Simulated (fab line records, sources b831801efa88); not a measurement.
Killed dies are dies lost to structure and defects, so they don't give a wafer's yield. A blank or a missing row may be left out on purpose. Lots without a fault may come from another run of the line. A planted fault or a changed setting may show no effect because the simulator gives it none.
fab line records | flow sky130
record lots=13 wafers=37 last_day=50
route steps=708 shown FIELD_ISO@15 VT_ADJUST_HVTP@89 SONOS_ONO@171
lots that met no fault: from a run of the same line without faults
start_h: hours from the record's first day to the start of the lot's first wafer shown | wait_h: hours since the lot's step before | " the same as in the row above | L1.1+2: a row that stands for several wafers | - no value, or no start given | * or withheld: withheld | < > ~ a bound
route shown NAME@n: a module of which the file shows steps, and the number in the route of the first | usual: mean/standard deviation of fault-free wafers | same: alike in all rows | chamber/n: place in a boat | sites: the reading at each site | _std_site: their standard deviation | _edge_site: outer sites' mean less inner sites' | radius_mm: how far each site lies from the wafer's centre | mask NAME#n: copy n | behind: the tool/chamber that last shaped the wafer | hold: why the lot was held/for how many hours/how that ended | device: the transistor (n, p or np) that didn't switch | end of line: the same wafers' tests at the end of the route | a step without rows: its recipe alone | killed: dies lost to structure and defects at the first sort, not the wafer's yield | map: a wafer's dies, x killed, . not, _ none there
set.NAME: the setting as run; set.NAME@STEP: as run at that earlier step | model.NAME: the simulator's own value behind a step, which no gauge read
steps of the route over a sample of lots; a table a step, a row a wafer
services: from which hour (start_h, from the record's first day; less than 0 if before it) a tool's chamber was out of use, for how many hours, and why
## steps
# step SKY_FIELD_ISO_ETCH_14
# recipe chemistry=N2/H2 target=BARC ion_energy_ev=200 source_w=500 bias_w=100 pressure_mtorr=30 n2_flow_sccm=100 h2_flow_sccm=200 stop_on=SiO2 time_s=45.9 target_depth_a=600
# usual drypump_motor_current_A=5.8/0.42 oes_product_au=0.855/0.0045 throttle_valve_pct=13.226/0.0093
# columns lot.wafer tool chamber start_h wait_h drypump_motor_current_A oes_product_au rf_hours_counter_h throttle_valve_pct
L760.1 rie_diel-02 0 28.49 0.1 6.0 0.851 122 13.213
L760.2 " 3 " " 5.9 0.849 87 13.227
L760.5 " 1 " " 5.7 0.850 - 13.225
L761.2 rie_diel-04 3 34.78 0.1 5.6 0.857 99 13.225
L761.3 " 0 " " 5.8 0.856 30 13.231
L761.5 " 3 " " 5.6 0.860 - 13.228
L762.3 rie_diel-01 3 39.73 0.1 6.6 0.851 163 13.219
L762.5 " 0 " " 4.9 0.849 - 13.210
L762.6 " 3 " " 6.5 0.845 - 13.211
L763.3 rie_diel-02 2 45.66 0.1 5.2 0.858 74 13.227
L763.4 " 2 " " 5.2 0.856 - 13.230
L763.5 " 1 " " 5.7 0.859 - 13.230
L764.1 rie_diel-04 1 51.76 0.1 6.3 0.845 36 13.233
L764.2 " 3 " " 5.7 0.847 99 13.216
L764.5 " 1 " " 6.3 0.853 - 13.234
L765.2 rie_diel-02 1 54.93 0.1 5.7 0.859 81 13.224
L765.5 " 1 " " 5.7 0.852 - 13.218
L765.6 " 2 " " 5.2 0.854 - 13.227
L766.1 rie_diel-04 2 59.69 0.1 6.3 0.852 4 13.214
L766.2 " 3 " " 5.7 0.857 99 13.230
L766.3 " 0 " " 5.8 0.851 30 13.219
L769.1 rie_diel-02 0 75.51 0.1 6.0 0.858 123 13.219
L779.1 rie_diel-04 0 129.34 0.1 5.9 0.856 31 13.228
L779.3 " 1 " " 6.3 0.855 37 13.233
L779.6 " 2 " " 6.3 0.855 - 13.216
L780.2 rie_diel-02 0 133.93 0.1 6.0 0.846 125 13.219
L780.4 " 3 " " 5.9 0.853 89 13.235
L780.6 " 0 " " 6.1 0.858 - 13.235
L781.1 rie_diel-01 1 141.05 0.1 5.9 0.847 66 13.228
L781.3 " 0 " " 4.9 0.852 40 13.222
L781.6 " 1 " " 5.9 0.860 - 13.220
L782.1 rie_diel-01 0 146.40 0.1 5.0 0.853 40 13.231
L782.2 " 2 " " 5.5 0.855 1 13.211
L782.4 " 3 " " 6.6 0.858 0 13.228
L783.1 rie_diel-04 2 148.90 0.1 6.3 0.862 6 13.228
L783.4 " 0 " " 5.8 0.852 32 13.230
L783.5 " 3 " " 5.7 0.846 - 13.242
# step SKY_VT_ADJUST_HVTP_EXPOSE_04
# recipe mask_id=HVTPM na=0.6 source_shape=conventional sigma_outer=0.6 polarization=unpolarized target_cd_nm=380 dose_mj=140
# columns lot.wafer tool chamber start_h wait_h mask
L760.1+2+5 iline_stepper-02 0 115.66 - HVTPM#0
L761.2+3+5 iline_stepper-01 0 120.40 - HVTPM#0
L762.3+5+6 iline_stepper-02 0 125.13 - HVTPM#0
L763.3+4+5 iline_stepper-02 0 130.00 - HVTPM#0
L764.1+2+5 iline_stepper-01 0 139.24 - HVTPM#0
L765.2+5+6 iline_stepper-02 0 142.58 - HVTPM#0
L766.1+2+3 iline_stepper-02 0 148.86 - HVTPM#0
L769.1 iline_stepper-02 0 167.36 - HVTPM#0
L779.1+3+6 iline_stepper-02 0 230.57 - HVTPM#0
L780.2+4+6 iline_stepper-01 0 237.88 - HVTPM#0
L781.1+3+6 iline_stepper-01 0 253.86 - HVTPM#0
L783.1+4+5 iline_stepper-01 0 260.21 - HVTPM#0
L782.1+2+4 iline_stepper-01 0 260.81 - HVTPM#0
# step SKY_VT_ADJUST_HVTP_CD_MEAS_07
# recipe target_cd_nm=380
# usual cd_nm=379.9/2.8
# columns lot.wafer tool chamber start_h wait_h cd_nm
L760.1 cd_sem-01 - 125.04 0.1 375.6
L760.2 " - " " 377.2
L760.5 " - " " 377.1
L761.2 cd_sem-01 - 129.54 0.1 380.1
L761.3 " - " " 383.2
L761.5 " - " " 381.5
L762.3 cd_sem-01 - 134.15 0.1 380.6
L762.5 " - " " 379.4
L762.6 " - " " 380.2
L763.3 cd_sem-02 - 139.72 0.1 375.2
L763.4 " - " " 375.3
L763.5 " - " " 378.2
L764.1 cd_sem-02 - 148.26 0.1 375.5
L764.2 " - " " 377.4
L764.5 " - " " 377.5
L765.2 cd_sem-01 - 151.28 0.1 384.5
L765.5 " - " " 385.8
L765.6 " - " " 384.4
L766.1 cd_sem-02 - 158.38 0.1 381.2
L766.2 " - " " 380.1
L766.3 " - " " 377.0
L769.1 cd_sem-01 - 177.12 0.1 368.8
L779.1 cd_sem-02 - 242.03 0.1 379.3
L779.3 " - " " 379.2
L779.6 " - " " 381.3
L780.2 cd_sem-02 - 250.05 0.1 377.8
L780.4 " - " " 376.3
L780.6 " - " " 378.3
L781.1 cd_sem-01 - 265.33 0.1 376.0
L781.3 " - " " 376.0
L781.6 " - " " 374.3
L783.1 cd_sem-02 - 272.23 0.1 378.8
L783.4 " - " " 377.2
L783.5 " - " " 378.6
L782.1 cd_sem-02 - 272.53 0.1 378.9
L782.2 " - " " 377.9
L782.4 " - " " 382.8
# step SKY_SONOS_ONO_THK_MEAS_03
# recipe reads=Si3N4_of_SONOS_ONO_CVD_02
# usual SONOS_ONO_CVD_02_THK=10.42/0.15
# columns lot.wafer tool chamber start_h wait_h SONOS_ONO_CVD_02_THK[nm]
L760.1 film_metro-04 - 256.82 0.0 10.45
L760.2 " - " " 10.60
L760.5 " - " " 10.61
L761.2 film_metro-04 - 262.05 0.0 10.51
L761.3 " - " " 10.66
L761.5 " - " " 10.56
L762.3 film_metro-01 - 267.45 0.0 10.43
L762.5 " - " " 10.44
L762.6 " - " " 10.32
L763.3 film_metro-04 - 276.85 0.0 10.49
L763.4 " - " " 10.55
L763.5 " - " " 10.40
L764.1 film_metro-04 - 287.60 0.0 10.39
L764.2 " - " " 10.43
L764.5 " - " " 10.54
L765.2 film_metro-03 - 290.97 0.0 10.35
L765.5 " - " " 10.31
L765.6 " - " " 10.31
L766.1 film_metro-03 - 299.78 0.0 10.48
L766.2 " - " " 10.38
L766.3 " - " " 10.39
L769.1 film_metro-03 - 325.66 0.0 10.62
L779.1 film_metro-03 - 406.81 0.0 10.20
L779.3 " - " " 10.15
L779.6 " - " " 10.21
L780.2 film_metro-03 - 417.97 0.0 10.20
L780.4 " - " " 10.30
L780.6 " - " " 10.29
L781.1 film_metro-04 - 443.36 0.0 10.51
L781.3 " - " " 10.74
L781.6 " - " " 10.64
L783.1 film_metro-03 - 443.36 0.0 10.53
L783.4 " - " " 10.48
L783.5 " - " " 10.49
L782.1 film_metro-04 - 444.41 0.0 10.57
L782.2 " - " " 10.62
L782.4 " - " " 10.74
# step SKY_SONOS_ONO_ETCH_15
# recipe target_depth_nm=19.52 chemistry=CHF3/O2 source_w=600 bias_w=200 pressure_mtorr=40 chf3_flow_sccm=50 O2_flow_sccm=5 time_s=7.8
# usual drypump_motor_current_A=5.8/0.39 oes_product_au=1.002/0.01 throttle_valve_pct=8.825/0.01
# columns lot.wafer tool chamber start_h wait_h drypump_motor_current_A oes_product_au rf_hours_counter_h throttle_valve_pct
L760.1 rie_diel-03 0 283.06 0.0 5.0 0.991 14 8.834
L760.2 " 2 " " 5.8 0.983 1 8.827
L760.5 " 3 " " 6.0 1.002 - 8.834
L761.2 rie_diel-02 0 288.28 0.0 6.1 1.005 128 8.844
L761.3 " 2 " " 5.2 0.992 79 8.844
L761.5 " 0 " " 6.0 1.019 - 8.828
L762.3 rie_diel-04 2 293.41 0.0 6.4 0.998 8 8.824
L762.5 " 1 " " 6.3 0.998 - 8.808
L762.6 " 0 " " 5.8 1.009 - 8.847
L763.3 rie_diel-02 2 303.67 0.0 5.2 1.000 80 8.832
L763.4 " 0 " " 6.0 1.021 - 8.809
L763.5 " 2 " " 5.2 0.988 - 8.819
L764.1 rie_diel-03 1 316.26 0.0 5.6 1.012 0 8.821
L764.2 " 2 " " 5.8 0.983 2 8.821
L764.5 " 0 " " 5.0 0.994 - 8.802
L765.2 rie_diel-03 0 318.76 0.0 5.0 0.998 15 8.807
L765.5 " 2 " " 5.8 0.981 - 8.827
L765.6 " 1 " " 5.6 1.009 - 8.840
L766.1 rie_diel-02 3 327.58 0.0 5.9 0.999 93 8.812
L766.2 " 2 " " 5.2 0.989 80 8.837
L766.3 " 1 " " 5.7 1.002 86 8.840
L769.1 rie_diel-04 2 353.92 0.0 6.3 1.011 8 8.826
L779.1 rie_diel-04 0 438.47 0.0 5.8 0.992 37 8.819
L779.3 " 2 " " 6.3 0.996 10 8.828
L779.6 " 1 " " 6.3 1.010 - 8.831
L780.2 rie_diel-04 0 449.61 0.0 5.8 1.010 37 8.829
L780.4 " 3 " " 5.6 0.992 0 8.825
L780.6 " 3 " " 5.6 0.997 - 8.838
L781.1 rie_diel-02 0 475.51 0.0 6.0 1.007 3 8.832
L781.3 " 1 " " 5.7 1.005 89 8.830
L781.6 " 2 " " 5.2 0.991 - 8.815
L783.1 rie_diel-04 0 475.81 0.0 5.8 1.003 38 8.820
L783.4 " 1 " " 6.3 1.011 43 8.829
L783.5 " 0 " " 5.8 1.001 - 8.834
L782.1 rie_diel-03 3 477.06 0.0 6.0 1.013 0 8.833
L782.2 " 2 " " 5.8 1.005 5 8.832
L782.4 " 0 " " 5.0 0.995 18 8.827
## services
# columns tool chamber start_h hours kind
rie_diel-04 1 6.39 10.0 repair
iline_stepper-02 - 19.46 1.7 pm
rie_diel-04 2 33.70 6.4 repair
rie_diel-04 0 36.18 4.2 repair
rie_diel-02 3 43.15 8.2 repair
rie_diel-02 2 57.55 1.5 repair
rie_diel-04 3 72.44 4.5 repair
iline_stepper-02 - 92.88 2.1 pm
iline_stepper-02 - 99.42 3.7 repair
rie_diel-02 0 123.42 4.0 repair
rie_diel-02 1 234.50 4.6 repair
iline_stepper-02 - 237.64 1.7 pm
rie_diel-04 3 271.47 7.2 repair
rie_diel-04 - 285.65 0.3 repair
rie_diel-02 1 301.24 2.5 repair
rie_diel-04 2 303.31 36.7 repair
rie_diel-04 0 333.96 1.3 repair
rie_diel-04 2 377.79 5.5 repair
rie_diel-04 3 378.95 19.7 repair
rie_diel-04 1 383.67 23.3 repair
rie_diel-02 1 420.90 1.6 repair
rie_diel-04 3 435.45 13.4 repair
rie_diel-02 3 460.67 15.2 repair
rie_diel-02 0 465.59 2.8 repair
## key
first_sign step=SKY_VT_ADJUST_HVTP_CD_MEAS_07 reading=cd_nm direction=down sigmas=3.9 usual=379.9 struck=368.8
effect none on later readings
met_at SKY_VT_ADJUST_HVTP_EXPOSE_04
struck_lots L769
struck_wafers L769.1
tester_left_out L769
not_acting_at SKY_FIELD_ISO_ETCH_14,SKY_SONOS_ONO_THK_MEAS_03,SKY_SONOS_ONO_ETCH_15
onset_between 148.86 167.36
fault kind=process_parameter_drift tool=iline_stepper-02 chamber=- onset_h=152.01 steps=SKY_VT_ADJUST_HVTP_EXPOSE_04 channel=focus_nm offset=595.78 shape=step end_h=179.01 scope=struck_wafers_only
# tester_left_out: of these lots the tester's yield and bins aren't shown, on N5 and GAA mostly nor the transistor test; their killed dies are dies lost to structure and defects alone, not to doping, threshold or leakage, so they don't give the yield
